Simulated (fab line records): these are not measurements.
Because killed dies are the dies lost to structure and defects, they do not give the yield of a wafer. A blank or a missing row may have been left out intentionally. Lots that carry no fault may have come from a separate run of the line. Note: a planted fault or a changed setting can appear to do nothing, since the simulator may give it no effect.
fab line records	flow sky130
record lots=24	wafers=72	last_day=50
route steps=708 shown FIELD_ISO@24 SD_N@356 VIA1@478 METAL2@503 VIA4@642 METAL5@677
lots untouched by any fault: they come from a run of this same line in which no faults occurred
start_h: the number of hours between the record's first day and the start of the first shown wafer of the lot	wait_h: time in hours since the lot's previous step	" the same as in the row above	L1.1+2: a single row standing in for several wafers	- either no value or no given start	* or withheld: withheld	< > ~ a bound
route shown NAME@n: names a module that has steps shown in the file, with the first one's number in the route	usual: the fault-free wafers' mean and standard deviation	same: alike in all rows	chamber/n: place in a boat	sites: each site's reading	_std_site: their standard deviation	_edge_site: mean of outer sites minus mean of inner sites	radius_mm: how far each site lies from the wafer's centre	mask NAME#n: copy n	behind: tool/chamber where the wafer was last shaped	hold: what put the lot on hold/how long, in hours/how the hold closed	device: transistor that didn't switch, given as n, p or np	end of line: the tests these same wafers got at the end of their route	a step with no rows: only its recipe	killed: at the first sort, the dies lost to defects and structure; wafer yield is something else	map: the dies of a wafer, with x for killed, . for not killed, _ for no die there
set.NAME: the setting the step ran with; set.NAME@STEP: the setting that earlier step ran with	model.NAME: the simulator's own value behind a step, which no gauge read
a sample of lots followed through the steps of the route, with each step as a table and each wafer as a row
services: the hour from which a tool's chamber was out of use, counted from the record's first day as start_h (under 0 if before that day), plus the number of hours and why
## steps
# step SKY_FIELD_ISO_THK_MEAS_23
# recipe reads=SiO2_of_FIELD_ISO_OXIDATION_22
# usual FIELD_ISO_OXIDATION_01_THK=10.00/0.19
lot.wafer	tool	chamber	start_h	wait_h	FIELD_ISO_OXIDATION_01_THK[nm]
L074.2	film_metro-04	-	31.34	0.0	10.55
L074.3	"	-	"	"	10.52
L074.5	"	-	"	"	10.44
L075.4	film_metro-02	-	35.43	0.0	9.94
L075.5	"	-	"	"	10.28
L075.6	"	-	"	"	10.14
L076.3	film_metro-04	-	42.35	0.0	10.33
L076.4	"	-	"	"	10.12
L076.6	"	-	"	"	10.14
L077.1	film_metro-02	-	45.61	0.0	10.19
L077.3	"	-	"	"	10.06
L077.6	"	-	"	"	10.15
L078.1	film_metro-02	-	54.93	0.0	10.10
L078.2	"	-	"	"	10.10
L078.5	"	-	"	"	10.19
L079.2	film_metro-02	-	60.92	0.0	9.72
L079.3	"	-	"	"	9.57
L079.6	"	-	"	"	9.90
L080.1	film_metro-02	-	63.59	0.0	9.95
L080.3	"	-	"	"	9.87
L080.4	"	-	"	"	9.97
L081.1	film_metro-02	-	69.01	0.0	9.73
L081.2	"	-	"	"	9.80
L081.3	"	-	"	"	9.83
L082.3	film_metro-02	-	73.69	0.0	9.81
L082.4	"	-	"	"	9.70
L082.5	"	-	"	"	10.04
L083.1	film_metro-04	-	78.70	0.0	9.96
L083.4	"	-	"	"	10.00
L083.6	"	-	"	"	10.00
L084.3	film_metro-02	-	82.41	0.0	9.90
L084.4	"	-	"	"	10.09
L084.6	"	-	"	"	10.11
L085.1	film_metro-02	-	90.30	0.0	9.97
L085.3	"	-	"	"	10.03
L085.5	"	-	"	"	9.89
L086.1	film_metro-04	-	94.30	0.0	10.09
L086.2	"	-	"	"	10.10
L086.6	"	-	"	"	10.15
L087.1	film_metro-02	-	99.52	0.0	9.93
L087.2	"	-	"	"	9.79
L087.6	"	-	"	"	9.79
L088.2	film_metro-04	-	102.91	0.0	9.90
L088.4	"	-	"	"	10.13
L088.5	"	-	"	"	9.98
L089.2	film_metro-04	-	108.62	0.0	10.06
L089.3	"	-	"	"	10.03
L089.6	"	-	"	"	10.13
L090.2	film_metro-04	-	114.01	0.0	9.84
L090.4	"	-	"	"	9.91
L090.5	"	-	"	"	9.92
L091.4	film_metro-04	-	120.73	0.0	9.88
L091.5	"	-	"	"	10.20
L091.6	"	-	"	"	10.32
L092.3	film_metro-02	-	124.37	0.0	10.11
L092.4	"	-	"	"	9.99
L092.6	"	-	"	"	9.80
L093.1	film_metro-02	-	132.89	0.0	9.84
L093.5	"	-	"	"	9.91
L093.6	"	-	"	"	9.84
L094.1	film_metro-01	-	135.31	0.0	9.97
L094.2	"	-	"	"	9.73
L094.3	"	-	"	"	10.09
L095.3	film_metro-04	-	138.44	0.0	9.90
L095.4	"	-	"	"	9.85
L095.5	"	-	"	"	9.83
L096.2	film_metro-04	-	145.56	0.0	9.93
L096.4	"	-	"	"	9.84
L096.6	"	-	"	"	10.07
L097.1	film_metro-01	-	151.01	0.0	9.88
L097.3	"	-	"	"	9.96
L097.6	"	-	"	"	9.96
# step SKY_SD_N_RTA_14
# recipe temp_c=1075	time_s=2	idle_temp_c=650	ramp_up_c_per_s=150	ramp_down_c_per_s=90	ambient=N2
# usual lamp_power_pct=15.74/0.056	wafer_temp_C_max=1077.9/1.3
lot.wafer	tool	chamber	start_h	wait_h	lamp_power_pct	wafer_temp_C_max
L074.2	rtp_anneal-01	0	647.94	0.0	15.74	1076.1
L074.3	"	0	"	"	15.76	1077.7
L074.5	"	0	"	"	15.70	1076.3
L075.4	rtp_anneal-01	0	654.12	0.0	15.76	1076.8
L075.5	"	0	"	"	15.70	1076.0
L075.6	"	0	"	"	15.74	1077.0
L076.3	rtp_anneal-01	0	660.95	0.0	15.64	1076.7
L076.4	"	0	"	"	15.80	1076.4
L076.6	"	0	"	"	15.67	1080.1
L077.1	rtp_anneal-02	0	664.44	0.0	15.71	1077.7
L077.3	"	0	"	"	15.66	1078.2
L077.6	"	0	"	"	15.71	1077.5
L078.1	rtp_anneal-01	0	688.13	0.0	15.72	1076.9
L078.2	"	0	"	"	15.72	1076.5
L078.5	"	0	"	"	15.66	1077.3
L079.2	rtp_anneal-02	0	696.24	0.0	15.79	1079.6
L079.3	"	0	"	"	15.76	1076.8
L079.6	"	0	"	"	15.72	1080.4
L080.1	rtp_anneal-01	0	699.68	0.0	15.77	1076.5
L080.3	"	0	"	"	15.79	1079.3
L080.4	"	0	"	"	15.84	1078.7
L081.1	rtp_anneal-02	0	711.38	0.0	15.71	1077.3
L081.2	"	0	"	"	15.74	1077.4
L081.3	"	0	"	"	15.77	1077.4
L082.3	rtp_anneal-01	0	721.26	0.0	15.78	1078.2
L082.4	"	0	"	"	15.69	1078.7
L082.5	"	0	"	"	15.85	1078.7
L083.1	rtp_anneal-02	0	724.38	0.0	15.86	1078.3
L083.4	"	0	"	"	15.80	1077.4
L083.6	"	0	"	"	15.76	1081.8
L084.3	rtp_anneal-01	0	730.35	0.0	15.83	1080.7
L084.4	"	0	"	"	15.72	1078.2
L084.6	"	0	"	"	15.62	1077.7
L085.1	rtp_anneal-02	0	737.09	0.0	15.66	1079.2
L085.3	"	0	"	"	15.75	1075.8
L085.5	"	0	"	"	15.76	1078.1
L086.1	rtp_anneal-01	0	745.74	0.0	15.70	1078.4
L086.2	"	0	"	"	15.75	1081.2
L086.6	"	0	"	"	15.75	1077.6
L087.1	rtp_anneal-02	0	756.73	0.0	15.65	1077.4
L087.2	"	0	"	"	15.69	1077.9
L087.6	"	0	"	"	15.79	1076.0
L088.2	rtp_anneal-01	0	759.51	0.0	15.71	1078.0
L088.4	"	0	"	"	15.75	1077.8
L088.5	"	0	"	"	15.79	1076.6
L089.2	rtp_anneal-02	0	763.35	0.0	15.70	1079.5
L089.3	"	0	"	"	15.67	1079.1
L089.6	"	0	"	"	15.73	1076.5
L090.2	rtp_anneal-01	0	776.95	0.0	15.73	1077.4
L090.4	"	0	"	"	15.63	1076.7
L090.5	"	0	"	"	15.68	1079.2
L091.4	rtp_anneal-02	0	784.09	0.1	15.77	1076.8
L091.5	"	0	"	"	15.79	1076.3
L091.6	"	0	"	"	15.64	1079.6
L092.3	rtp_anneal-01	0	792.15	0.0	15.70	1075.7
L092.4	"	0	"	"	15.74	1075.2
L092.6	"	0	"	"	15.67	1077.5
L093.1	rtp_anneal-02	0	796.63	0.0	15.79	1076.6
L093.5	"	0	"	"	15.77	1079.8
L093.6	"	0	"	"	15.73	1080.7
L094.1	rtp_anneal-01	0	804.54	0.0	15.69	1078.7
L094.2	"	0	"	"	15.70	1077.0
L094.3	"	0	"	"	15.79	1077.4
L095.3	rtp_anneal-02	0	812.76	0.0	15.77	1078.4
L095.4	"	0	"	"	15.70	1078.4
L095.5	"	0	"	"	15.78	1076.2
L096.2	rtp_anneal-01	0	815.55	0.0	15.85	1075.9
L096.4	"	0	"	"	15.78	1076.7
L096.6	"	0	"	"	15.75	1077.6
L097.1	rtp_anneal-02	0	821.33	0.0	15.70	1078.6
L097.3	"	0	"	"	15.79	1077.5
L097.6	"	0	"	"	15.77	1077.8
# step SKY_VIA1_SPUTTER_20
# recipe material=TiN	target_thk_nm=20	chamber_pressure_pa=5	power_w=4000	time_s=80
# usual throttle_valve_pct=30.3/1.1
lot.wafer	tool	chamber	start_h	wait_h	throttle_valve_pct
L074.2	pvd_sputter-03	-	795.46	0.0	30.2
L074.3	"	-	"	"	29.7
L074.5	"	-	"	"	28.8
L075.4	pvd_sputter-02	-	804.09	0.0	29.3
L075.5	"	-	"	"	31.1
L075.6	"	-	"	"	28.6
L076.3	pvd_sputter-02	-	806.53	0.0	28.7
L076.4	"	-	"	"	29.2
L076.6	"	-	"	"	29.3
L077.1	pvd_sputter-02	-	809.61	0.0	28.9
L077.3	"	-	"	"	29.5
L077.6	"	-	"	"	31.3
L078.1	pvd_sputter-02	-	833.42	0.0	28.9
L078.2	"	-	"	"	30.9
L078.5	"	-	"	"	29.5
L079.2	pvd_sputter-03	-	838.20	0.0	29.2
L079.3	"	-	"	"	31.2
L079.6	"	-	"	"	29.3
L080.1	pvd_sputter-04	-	842.15	0.0	31.6
L080.3	"	-	"	"	32.0
L080.4	"	-	"	"	31.2
L081.1	pvd_sputter-02	-	853.15	0.0	28.7
L081.2	"	-	"	"	31.1
L081.3	"	-	"	"	29.7
L082.3	pvd_sputter-03	-	863.47	0.0	31.1
L082.4	"	-	"	"	30.1
L082.5	"	-	"	"	31.1
L083.1	pvd_sputter-04	-	864.35	0.0	29.1
L083.4	"	-	"	"	31.7
L083.6	"	-	"	"	28.9
L084.3	pvd_sputter-03	-	871.54	0.0	30.4
L084.4	"	-	"	"	29.3
L084.6	"	-	"	"	31.2
L085.1	pvd_sputter-04	-	876.88	0.0	29.0
L085.3	"	-	"	"	31.9
L085.5	"	-	"	"	30.6
L086.1	pvd_sputter-04	-	884.00	0.0	29.0
L086.2	"	-	"	"	30.7
L086.6	"	-	"	"	28.8
L087.1	pvd_sputter-02	-	896.61	0.0	29.4
L087.2	"	-	"	"	31.2
L087.6	"	-	"	"	28.6
L088.2	pvd_sputter-04	-	900.66	0.0	30.9
L088.4	"	-	"	"	31.9
L088.5	"	-	"	"	28.8
L089.2	pvd_sputter-04	-	902.34	0.0	30.9
L089.3	"	-	"	"	31.7
L089.6	"	-	"	"	31.2
L090.2	pvd_sputter-03	-	914.35	0.0	31.4
L090.4	"	-	"	"	29.5
L090.5	"	-	"	"	29.8
L091.4	pvd_sputter-04	-	921.52	0.0	31.1
L091.5	"	-	"	"	31.7
L091.6	"	-	"	"	31.5
L092.3	pvd_sputter-02	-	930.24	0.0	31.2
L092.4	"	-	"	"	29.3
L092.6	"	-	"	"	29.3
L093.1	pvd_sputter-02	-	934.95	0.0	28.7
L093.5	"	-	"	"	29.4
L093.6	"	-	"	"	30.8
L094.1	pvd_sputter-03	-	940.10	0.0	30.4
L094.2	"	-	"	"	28.9
L094.3	"	-	"	"	31.2
L095.3	pvd_sputter-04	-	949.72	0.0	30.9
L095.4	"	-	"	"	31.2
L095.5	"	-	"	"	31.3
L096.2	pvd_sputter-03	-	952.01	0.0	29.7
L096.4	"	-	"	"	31.1
L096.6	"	-	"	"	30.3
L097.1	pvd_sputter-04	-	958.70	0.0	31.6
L097.3	"	-	"	"	31.9
L097.6	"	-	"	"	30.8
# step SKY_METAL2_STRIP_20
# recipe chemistry=O2/N2	power_w=1400	pressure_mtorr=1500	platen_temp_c=withheld	o2_flow_sccm=3000	n2_flow_sccm=300	overash_fraction=0.5
# usual drypump_motor_current_A=5.7/0.56	n2_flow_sccm=300.0/0.91	oes_product_au=0.342/0.0048	strip_time_to_endpoint_s=2.68/0.041
lot.wafer	tool	chamber	start_h	wait_h	drypump_motor_current_A	n2_flow_sccm	oes_product_au	rf_hours_counter_h	strip_time_to_endpoint_s
L074.2	plasma_asher-01	1	822.31	0.1	5.4	301.5	0.351	69	2.72
L074.3	"	0	"	"	6.6	299.3	0.342	-	2.69
L074.5	"	0	"	"	6.6	300.6	0.341	-	2.71
L075.4	plasma_asher-01	0	831.59	0.1	6.6	301.2	0.346	-	2.71
L075.5	"	1	"	"	5.4	301.2	0.334	-	2.72
L075.6	"	0	"	"	6.6	300.5	0.343	-	2.72
L076.3	plasma_asher-03	0	834.24	0.1	6.5	299.3	0.356	-	2.67
L076.4	"	1	"	"	5.4	299.1	0.345	-	2.72
L076.6	"	1	"	"	5.4	298.7	0.344	-	2.70
L077.1	plasma_asher-04	0	837.16	0.1	5.3	301.5	0.334	9	2.64
L077.3	"	1	"	"	5.3	299.1	0.344	-	2.66
L077.6	"	0	"	"	5.3	301.9	0.348	-	2.63
L078.1	plasma_asher-01	0	860.51	0.1	6.6	300.5	0.337	72	2.68
L078.2	"	1	"	"	5.4	300.9	0.336	72	2.67
L078.5	"	1	"	"	5.4	300.9	0.336	-	2.68
L079.2	plasma_asher-03	1	865.11	0.1	5.4	301.6	0.347	104	2.68
L079.3	"	0	"	"	6.4	298.1	0.344	-	2.72
L079.6	"	1	"	"	5.3	301.0	0.338	-	2.72
L080.1	plasma_asher-04	1	869.46	0.1	5.3	299.9	0.336	12	2.62
L080.3	"	0	"	"	5.3	300.7	0.332	-	2.62
L080.4	"	1	"	"	5.3	300.7	0.337	-	2.67
L081.1	plasma_asher-01	1	880.31	0.1	5.4	300.7	0.343	74	2.70
L081.2	"	0	"	"	6.6	300.5	0.341	74	2.64
L081.3	"	1	"	"	5.4	300.7	0.339	-	2.65
L082.3	plasma_asher-03	0	890.64	0.1	6.4	300.7	0.348	-	2.72
L082.4	"	1	"	"	5.3	299.8	0.334	-	2.65
L082.5	"	1	"	"	5.3	299.9	0.334	-	2.69
L083.1	plasma_asher-04	1	891.87	0.1	5.3	299.9	0.341	14	2.60
L083.4	"	1	"	"	5.3	300.6	0.344	-	2.58
L083.6	"	0	"	"	5.3	299.7	0.336	-	2.60
L084.3	plasma_asher-04	1	899.09	0.1	5.3	300.4	0.342	-	2.69
L084.4	"	0	"	"	5.3	298.7	0.352	-	2.80
L084.6	"	0	"	"	5.3	299.4	0.338	-	2.65
L085.1	plasma_asher-03	1	904.51	0.1	5.4	299.8	0.344	108	2.67
L085.3	"	0	"	"	6.5	300.1	0.343	-	2.69
L085.5	"	0	"	"	6.5	300.7	0.346	-	2.67
L086.1	plasma_asher-03	0	910.81	0.1	6.5	298.6	0.344	108	2.74
L086.2	"	1	"	"	5.4	299.4	0.338	108	2.67
L086.6	"	0	"	"	6.4	299.6	0.338	-	2.65
L087.1	plasma_asher-03	1	923.57	0.1	5.4	300.3	0.348	110	2.69
L087.2	"	0	"	"	6.4	300.4	0.339	110	2.64
L087.6	"	0	"	"	6.5	300.6	0.343	-	2.74
L088.2	plasma_asher-03	0	926.92	0.1	6.4	299.5	0.340	110	2.67
L088.4	"	1	"	"	5.3	300.5	0.344	-	2.62
L088.5	"	0	"	"	6.5	299.5	0.353	-	2.68
L089.2	plasma_asher-03	0	929.36	0.1	6.5	300.3	0.349	110	2.71
L089.3	"	0	"	"	6.5	300.1	0.341	-	2.74
L089.6	"	1	"	"	5.4	299.4	0.344	-	2.72
L090.2	plasma_asher-04	1	940.82	0.1	5.3	300.4	0.348	19	2.66
L090.4	"	0	"	"	5.3	301.2	0.346	-	2.62
L090.5	"	0	"	"	5.3	299.2	0.343	-	2.67
L091.4	plasma_asher-01	0	947.34	0.1	6.6	299.6	0.338	-	2.64
L091.5	"	0	"	"	6.6	299.2	0.339	-	2.66
L091.6	"	1	"	"	5.4	300.7	0.341	-	2.71
L092.3	plasma_asher-01	1	956.81	0.1	5.4	301.0	0.334	-	2.68
L092.4	"	0	"	"	6.6	300.9	0.333	-	2.68
L092.6	"	0	"	"	6.6	301.1	0.354	-	2.66
L093.1	plasma_asher-01	1	961.42	0.1	5.4	300.5	0.351	82	2.74
L093.5	"	1	"	"	5.4	299.6	0.347	-	2.71
L093.6	"	0	"	"	6.6	299.3	0.344	-	2.69
L094.1	plasma_asher-04	0	966.86	0.1	5.3	299.4	0.342	22	2.70
L094.2	"	1	"	"	5.3	299.0	0.340	22	2.67
L094.3	"	1	"	"	5.3	299.5	0.349	-	2.67
L095.3	plasma_asher-03	0	975.24	0.1	6.4	299.8	0.344	-	2.70
L095.4	"	1	"	"	5.4	300.9	0.332	-	2.61
L095.5	"	1	"	"	5.4	300.3	0.345	-	2.62
L096.2	plasma_asher-04	1	978.42	0.1	5.3	301.2	0.344	23	2.71
L096.4	"	0	"	"	5.3	302.4	0.341	-	2.73
L096.6	"	0	"	"	5.3	300.2	0.338	-	2.70
L097.1	plasma_asher-04	1	984.96	0.1	5.3	299.4	0.342	24	2.76
L097.3	"	0	"	"	5.3	301.5	0.346	-	2.69
L097.6	"	1	"	"	5.3	300.1	0.343	-	2.65
# step SKY_VIA4_BOW_MEAS_03
# recipe mode=bow
# usual VIA4_BOW=78/7
lot.wafer	tool	chamber	start_h	wait_h	VIA4_BOW[um]
L074.2	film_metro-04	-	984.95	0.2	87
L074.3	"	-	"	"	95
L074.5	"	-	"	"	93
L075.4	film_metro-04	-	990.26	0.2	77
L075.5	"	-	"	"	77
L075.6	"	-	"	"	71
L076.3	film_metro-01	-	993.90	0.2	81
L076.4	"	-	"	"	80
L076.6	"	-	"	"	83
L077.1	film_metro-04	-	997.48	0.1	68
L077.3	"	-	"	"	77
L077.6	"	-	"	"	70
L078.1	film_metro-04	-	1017.95	0.2	69
L078.2	"	-	"	"	74
L078.5	"	-	"	"	79
L079.2	film_metro-04	-	1022.28	0.1	68
L079.3	"	-	"	"	79
L079.6	"	-	"	"	85
L080.1	film_metro-04	-	1027.81	0.1	75
L080.3	"	-	"	"	71
L080.4	"	-	"	"	73
L081.1	film_metro-02	-	1036.36	0.1	71
L081.2	"	-	"	"	81
L081.3	"	-	"	"	85
L082.3	film_metro-04	-	1043.75	0.2	77
L082.4	"	-	"	"	74
L082.5	"	-	"	"	69
L083.1	film_metro-04	-	1046.12	0.2	85
L083.4	"	-	"	"	77
L083.6	"	-	"	"	74
L084.3	film_metro-04	-	1053.50	0.2	77
L084.4	"	-	"	"	84
L084.6	"	-	"	"	68
L085.1	film_metro-02	-	1058.89	0.2	79
L085.3	"	-	"	"	66
L085.5	"	-	"	"	88
L086.1	film_metro-04	-	1062.47	0.6	83
L086.2	"	-	"	"	89
L086.6	"	-	"	"	76
L087.1	film_metro-01	-	1072.68	0.2	76
L087.2	"	-	"	"	86
L087.6	"	-	"	"	75
L088.2	film_metro-01	-	1078.42	0.2	76
L088.4	"	-	"	"	89
L088.5	"	-	"	"	79
L089.2	film_metro-04	-	1080.58	0.3	80
L089.3	"	-	"	"	75
L089.6	"	-	"	"	89
L090.2	film_metro-04	-	1089.59	0.3	69
L090.4	"	-	"	"	77
L090.5	"	-	"	"	75
L091.4	film_metro-04	-	1093.17	0.2	85
L091.5	"	-	"	"	85
L091.6	"	-	"	"	83
L092.3	film_metro-02	-	1102.62	0.1	73
L092.4	"	-	"	"	72
L092.6	"	-	"	"	72
L093.1	film_metro-04	-	1105.53	0.1	86
L093.5	"	-	"	"	91
L093.6	"	-	"	"	95
L094.1	film_metro-02	-	1110.98	0.2	74
L094.2	"	-	"	"	82
L094.3	"	-	"	"	81
L095.3	film_metro-04	-	1116.63	0.2	87
L095.4	"	-	"	"	91
L095.5	"	-	"	"	76
L096.2	film_metro-01	-	1118.40	0.2	69
L096.4	"	-	"	"	68
L096.6	"	-	"	"	73
L097.1	film_metro-02	-	1123.98	0.1	82
L097.3	"	-	"	"	72
L097.6	"	-	"	"	70
# step SKY_METAL5_STRIP_16
# recipe chemistry=O2/N2	power_w=1400	pressure_mtorr=1500	platen_temp_c=withheld	o2_flow_sccm=3000	n2_flow_sccm=300	overash_fraction=0.5
# usual drypump_motor_current_A=5.7/0.56	n2_flow_sccm=300.1/0.88	oes_product_au=0.711/0.0051	strip_time_to_endpoint_s=13.12/0.13
lot.wafer	tool	chamber	start_h	wait_h	drypump_motor_current_A	n2_flow_sccm	oes_product_au	rf_hours_counter_h	strip_time_to_endpoint_s
L074.2	plasma_asher-03	0	1032.44	0.2	6.4	300.3	0.719	120	13.20
L074.3	"	1	"	"	5.4	299.4	0.698	-	13.21
L074.5	"	0	"	"	6.4	300.1	0.712	-	13.05
L075.4	plasma_asher-03	0	1037.57	0.1	6.4	300.9	0.705	-	13.20
L075.5	"	0	"	"	6.5	301.8	0.705	-	13.21
L075.6	"	1	"	"	5.4	300.5	0.709	-	12.96
L076.3	plasma_asher-03	0	1041.52	0.1	6.4	299.8	0.711	-	12.93
L076.4	"	1	"	"	5.3	299.9	0.708	-	13.08
L076.6	"	1	"	"	5.3	299.4	0.714	-	12.85
L077.1	plasma_asher-03	0	1044.09	0.2	6.4	300.0	0.714	121	13.21
L077.3	"	0	"	"	6.5	299.2	0.710	-	13.15
L077.6	"	1	"	"	5.3	299.1	0.711	-	13.20
L078.1	plasma_asher-03	1	1065.19	0.2	5.3	298.8	0.713	0	13.00
L078.2	"	0	"	"	6.4	300.4	0.714	0	13.07
L078.5	"	0	"	"	6.4	300.4	0.702	-	12.95
L079.2	plasma_asher-04	0	1068.49	0.2	5.3	300.1	0.700	33	13.02
L079.3	"	1	"	"	5.4	300.7	0.718	-	13.27
L079.6	"	0	"	"	5.3	299.4	0.710	-	13.04
L080.1	plasma_asher-04	1	1073.22	0.4	5.3	299.0	0.717	33	13.19
L080.3	"	0	"	"	5.3	299.0	0.714	-	13.20
L080.4	"	1	"	"	5.3	300.0	0.713	-	13.19
L081.1	plasma_asher-03	0	1081.79	0.2	6.4	299.6	0.714	2	13.00
L081.2	"	1	"	"	5.4	300.3	0.694	2	13.18
L081.3	"	0	"	"	6.5	299.8	0.713	-	13.00
L082.3	plasma_asher-01	0	1089.17	0.1	6.6	301.0	0.706	-	13.20
L082.4	"	1	"	"	5.4	300.0	0.712	-	12.82
L082.5	"	1	"	"	5.4	299.9	0.708	-	12.91
L083.1	plasma_asher-01	1	1090.24	0.2	5.4	301.0	0.711	94	13.19
L083.4	"	1	"	"	5.4	298.8	0.710	-	13.37
L083.6	"	1	"	"	5.4	300.9	0.714	-	13.13
L084.3	plasma_asher-03	0	1097.42	0.1	6.5	300.7	0.714	-	13.28
L084.4	"	1	"	"	5.4	298.7	0.717	-	12.98
L084.6	"	0	"	"	6.4	302.0	0.711	-	13.22
L085.1	plasma_asher-01	1	1102.34	0.2	5.4	301.0	0.711	95	13.19
L085.3	"	0	"	"	6.6	300.1	0.706	-	13.28
L085.5	"	0	"	"	6.6	300.6	0.713	-	12.90
L086.1	plasma_asher-03	0	1105.39	0.2	6.4	298.7	0.709	4	13.09
L086.2	"	1	"	"	5.3	300.9	0.706	4	13.14
L086.6	"	1	"	"	5.3	301.1	0.715	-	13.14
L087.1	plasma_asher-01	0	1115.09	0.2	6.6	299.2	0.714	96	13.21
L087.2	"	1	"	"	5.4	300.6	0.712	96	13.23
L087.6	"	0	"	"	6.6	298.2	0.714	-	13.17
L088.2	plasma_asher-03	1	1120.94	0.2	5.4	300.5	0.712	5	13.26
L088.4	"	0	"	"	6.5	300.7	0.711	-	13.23
L088.5	"	0	"	"	6.5	300.0	0.720	-	13.30
L089.2	plasma_asher-01	0	1122.69	0.2	6.6	300.5	0.714	97	12.95
L089.3	"	1	"	"	5.4	300.4	0.712	-	13.20
L089.6	"	1	"	"	5.4	301.8	0.716	-	12.97
L090.2	plasma_asher-03	0	1130.89	0.2	6.5	300.5	0.713	6	13.02
L090.4	"	0	"	"	6.5	299.2	0.703	-	12.95
L090.5	"	1	"	"	5.3	300.6	0.706	-	13.13
L091.4	plasma_asher-04	1	1134.47	0.1	5.3	300.2	0.713	-	13.10
L091.5	"	0	"	"	5.3	300.9	0.707	-	13.01
L091.6	"	1	"	"	5.3	300.5	0.700	-	13.20
L092.3	plasma_asher-04	1	1143.44	0.1	5.3	300.2	0.723	-	13.26
L092.4	"	0	"	"	5.3	297.7	0.705	-	13.15
L092.6	"	0	"	"	5.3	299.5	0.712	-	13.13
L093.1	plasma_asher-04	1	1146.10	0.2	5.3	298.4	0.707	40	13.28
L093.5	"	1	"	"	5.3	298.9	0.711	-	13.08
L093.6	"	0	"	"	5.3	298.9	0.705	-	13.35
L094.1	plasma_asher-03	1	1151.34	0.2	5.4	299.9	0.713	8	13.06
L094.2	"	0	"	"	6.5	299.4	0.713	8	13.15
L094.3	"	0	"	"	6.5	301.1	0.712	-	13.02
L095.3	plasma_asher-01	1	1156.42	0.1	5.4	298.2	0.709	-	12.84
L095.4	"	0	"	"	6.6	299.3	0.710	-	13.15
L095.5	"	1	"	"	5.4	298.5	0.714	-	13.11
L096.2	plasma_asher-04	1	1157.85	0.2	5.3	300.1	0.718	41	13.25
L096.4	"	1	"	"	5.3	300.8	0.708	-	13.24
L096.6	"	1	"	"	5.3	301.1	0.705	-	13.29
L097.1	plasma_asher-04	0	1162.74	0.2	5.3	300.4	0.713	42	13.30
L097.3	"	1	"	"	5.3	300.3	0.706	-	12.95
L097.6	"	1	"	"	5.3	300.1	0.716	-	13.23
## services
tool	chamber	start_h	hours	kind
pvd_sputter-02	-	641.08	1.8	repair
plasma_asher-04	-	654.46	0.6	repair
plasma_asher-04	-	702.76	2.8	pm
pvd_sputter-04	-	717.29	2.5	repair
plasma_asher-01	-	719.23	14.6	pm
plasma_asher-04	-	733.75	9.0	pm
plasma_asher-01	-	733.80	2.8	pm
plasma_asher-04	-	750.63	6.0	repair
plasma_asher-03	-	768.12	8.2	repair
plasma_asher-03	-	783.98	2.8	pm
pvd_sputter-04	-	785.26	3.4	repair
pvd_sputter-04	-	815.04	4.4	repair
plasma_asher-03	-	899.40	1.0	repair
plasma_asher-01	-	904.09	1.9	repair
pvd_sputter-04	-	907.88	1.4	repair
pvd_sputter-04	-	914.06	1.5	repair
plasma_asher-01	-	918.16	0.6	repair
plasma_asher-03	-	956.80	7.0	pm
rtp_anneal-01	-	993.25	4.4	pm
plasma_asher-01	-	1023.84	16.7	repair
plasma_asher-03	-	1055.25	9.0	pm
plasma_asher-03	-	1137.02	4.1	repair
plasma_asher-01	-	1149.72	1.9	repair
pvd_sputter-04	-	1157.20	1.6	repair
## key
fault none
